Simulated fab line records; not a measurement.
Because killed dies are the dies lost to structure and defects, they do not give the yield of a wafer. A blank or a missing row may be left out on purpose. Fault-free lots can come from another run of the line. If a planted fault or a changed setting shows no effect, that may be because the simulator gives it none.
2 desks looking at one fault + flow sky130 + numbers are kept per desk, each desk with only its own; the story behind them comes last

== FROM THE METROLOGY DESK ==
What the gauges read for every lot (on any tool): the sampled wafers with a number, averaged. Any lot whose mean is over 4 standard deviations away from the usual mean is out of limits and marked OUT; that distance is given in the brackets.
Columns: A = CONTACT_BOW at SKY_CONTACT_BOW_MEAS_05, usual 82 um
| lot  | first seen here | A  |
|------|-----------------|----|
| L565 | day 31 05:25    | 82 |
| L569 | day 32 13:46    | 76 |
| L570 | day 32 16:40    | 81 |
| L571 | day 32 22:37    | 85 |
| L572 | day 33 02:43    | 76 |
| L575 | day 34 01:50    | 84 |
| L576 | day 34 04:31    | 77 |
| L577 | day 34 09:52    | 79 |
| L578 | day 35 01:52    | 86 |
| L579 | day 35 06:01    | 82 |
| L583 | day 36 23:05    | 78 |
| L584 | day 37 14:01    | 90 |
| L585 | day 37 18:03    | 82 |
Result from this desk: across the 13 lots, nothing is out of limits.

== TOOL OWNER'S DESK, litho track-04 ==
At SKY_CONTACT_SOFTBAKE_10 (time 90 s), the tool's own readings, given per lot that ran on this tool as the mean of the sampled wafers with a number. Any lot whose mean is over 4 standard deviations away from the usual mean is out of limits and marked OUT; that distance is given in the brackets.
Columns: A = chill plate temp C at SKY_CONTACT_SOFTBAKE_10, usual 22.98 C; B = heater power total W at SKY_CONTACT_SOFTBAKE_10, usual 57.35 W; C = run length s at SKY_CONTACT_SOFTBAKE_10, usual 119.26 s
| lot  | first seen here | A     | B               | C                |
|------|-----------------|-------|-----------------|------------------|
| L565 | day 31 19:00    | 22.93 | 57.29           | 119.25           |
| L570 | day 33 05:00    | 22.89 | 57.40           | 119.29           |
| L571 | day 33 13:00    | 22.94 | 57.30           | 119.26           |
| L575 | day 34 15:00    | 22.81 | 59.08 (+14) OUT | 111.72 (-63) OUT |
| L577 | day 34 23:00    | 22.90 | 58.97 (+14) OUT | 111.70 (-63) OUT |
| L578 | day 35 14:00    | 22.98 | 58.90 (+13) OUT | 111.70 (-63) OUT |
This desk finds L575, L577, L578 out of limits, L575 being first, at day 34 15:00 (heater power total W at SKY_CONTACT_SOFTBAKE_10). L565, L570, L571 stayed within limits.

== ALL TOGETHER ==
At day 34 15:00, on L575, L577, L578, the tool owner's desk was in a position to raise an alarm.
At the metrology desk, nothing out of limits was observed.
The metrology desk has L575, L577, L578 on record, within its limits.
Every lot named ran SKY_CONTACT_SOFTBAKE_10 on litho track-04.

== WHAT THE SIMULATOR PUT IN ==
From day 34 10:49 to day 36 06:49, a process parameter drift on litho track-04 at SKY_CONTACT_SOFTBAKE_10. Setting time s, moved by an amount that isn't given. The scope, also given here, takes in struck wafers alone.
Shown lots that were struck: L575, L577, L578.
How many hours passed from the start of the fault until each desk's first out-of-limits reading: the tool owner's desk, 4.
